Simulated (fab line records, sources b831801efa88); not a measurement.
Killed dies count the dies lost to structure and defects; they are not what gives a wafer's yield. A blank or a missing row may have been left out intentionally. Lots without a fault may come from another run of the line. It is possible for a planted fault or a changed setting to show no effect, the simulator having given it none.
A lot that was struck, set against a sound lot | flow gf180mcu | 20 steps out of a route of 602
Sound: wafers L904.2, L904.4, L904.5. Wafers struck: L907.2, L907.4, L907.6. The cause is given at the end.
Order at every step that has rows: each side's tool, ch and its chambers, its first start. Under that, the readings that differ: sound wafers | struck wafers | difference of the means | sigmas: that difference in standard deviations of wafers without a fault.
alike: same words and numbers on both sides, and readings whose means sit less than 2 such deviations apart. not compared: any withheld reading, any reading some wafer has no value for, any bound like >300 that may hide the same value, and any number with overlapping values for which the record gives no deviation.
A row with sigmas, a row that says differs or no value, or rows on one side alone: a step with any of these is where the two part. Numbers that don't overlap but have no deviation are shown without sigmas and don't part them. A reading that every wafer of one side lacks parts them only if that side has two wafers or more.

first, 1 step without rows for these wafers: GF_V3_CVD_00 (deposits SiO2, target thk 600 nm, time 100 s).
GF_V3_THK_MEAS_01:
  sound on film_metro-02 at day 21 17:37; struck on film_metro-03 at day 23 00:30
  alike: V3_CVD_00_THK
GF_V3_CVD_02: deposits SiO2 from TEOS, target thk 850 nm, time 94.851 s.
  sound on pecvd-04 ch 0,2, day 21 17:40; struck on pecvd-04 ch 0,2, day 23 00:33
  alike: heater_power_w
GF_V3_THK_MEAS_03:
  sound on film_metro-03 at day 21 17:45; struck on film_metro-03 at day 23 00:37
  alike: V3_CVD_02_THK
GF_V3_CMP_04: polishes SiO2.
  sound on cmp-01 ch 2,3, day 21 17:48; struck on cmp-02 ch 0,1, day 23 00:40
  alike: motor_current_A, time_to_endpoint_s
GF_V3_BOW_MEAS_05:
  sound on film_metro-02 at day 21 18:07; struck on film_metro-02 at day 23 00:59
  alike: V3_BOW
then, 6 steps without rows for these wafers: GF_V3_DEHYDRATE_06 (time 60 s); GF_V3_HMDS_07 (prime time 60 s); GF_V3_COAT_08; GF_V3_COAT_09 (resist thk 1000 nm); GF_V3_SOFTBAKE_10 (time 60 s); GF_V3_EXPOSE_11 (exposes mask Via3, target cd 260 nm).
GF_V3_PEB_12: peb time 90 s.
  sound on litho_track-03 ch 0, day 22 16:39; struck on litho_track-03 ch 0, day 23 23:33
  reading                  | sound                | struck               | difference | sigmas
  heater_power_total_W (W) | 85.73 85.63 85.68    | 87.25 87.48 87.29    | +1.66      | +20
  plate_temp_C (C)         | 134.80 134.86 134.99 | 136.99 137.37 137.03 | +2.25      | +16
then, 1 step without rows for these wafers: GF_V3_DEVELOP_13 (develop time 60 s).
GF_V3_CD_MEAS_14: target cd 260 nm.
  sound on cd_sem-01 at day 22 16:59; struck on cd_sem-01 at day 23 23:56
  reading    | sound             | struck            | difference | sigmas
  cd_nm (nm) | 258.6 258.1 259.4 | 265.7 266.4 265.2 | +7.1       | +5
GF_V3_OVL_MEAS_15:
  sound on overlay-02 at day 22 17:05; struck on overlay-02 at day 24 00:02
  alike: V3_OVL
GF_V3_ETCH_16: etches BARC in N2/H2.
  sound on rie_diel-01 ch 1,2,3, day 22 17:07; struck on rie_diel-04 ch 0,1, day 24 00:04
  reading             | sound             | struck            | difference | sigmas
  model.V3.cd_nm (nm) | 258.4 257.4 257.8 | 266.8 267.6 266.8 | +9.2       |
  alike: drypump_motor_current_A, oes_product_au, throttle_valve_pct
GF_V3_ETCH_17: etches SiO2 in C4F8/O2/Ar, stops on TiN, target depth 635 nm.
  sound on rie_diel-01 ch 1,2,3; struck on rie_diel-04 ch 0,1
  reading             | sound           | struck            | difference | sigmas
  model.V3.cd_nm (nm) | 257.8 258 258.1 | 268.1 269.2 267.2 | +10.2      |
  alike: oes_product_au
GF_V3_STRIP_18: strips in O2/N2.
  sound on plasma_asher-04 ch 0,1, day 22 17:15; struck on plasma_asher-01 ch 0,1, day 24 00:12
  alike: drypump_motor_current_A, heater_power_w, oes_product_au
  not compared: rf_hours_counter_h
GF_PASSIVATION_PROBE_99:
  rows exist in the record for the sound wafers here (prober-02, day 29 08:05), none for the struck ones

== WHERE THEY PART ==
Earliest at GF_V3_PEB_12; latest, in this record, at GF_PASSIVATION_PROBE_99.

WHY: the cause the simulator had injected
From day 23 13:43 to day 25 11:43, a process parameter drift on litho_track-03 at GF_V3_PEB_12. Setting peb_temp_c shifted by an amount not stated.
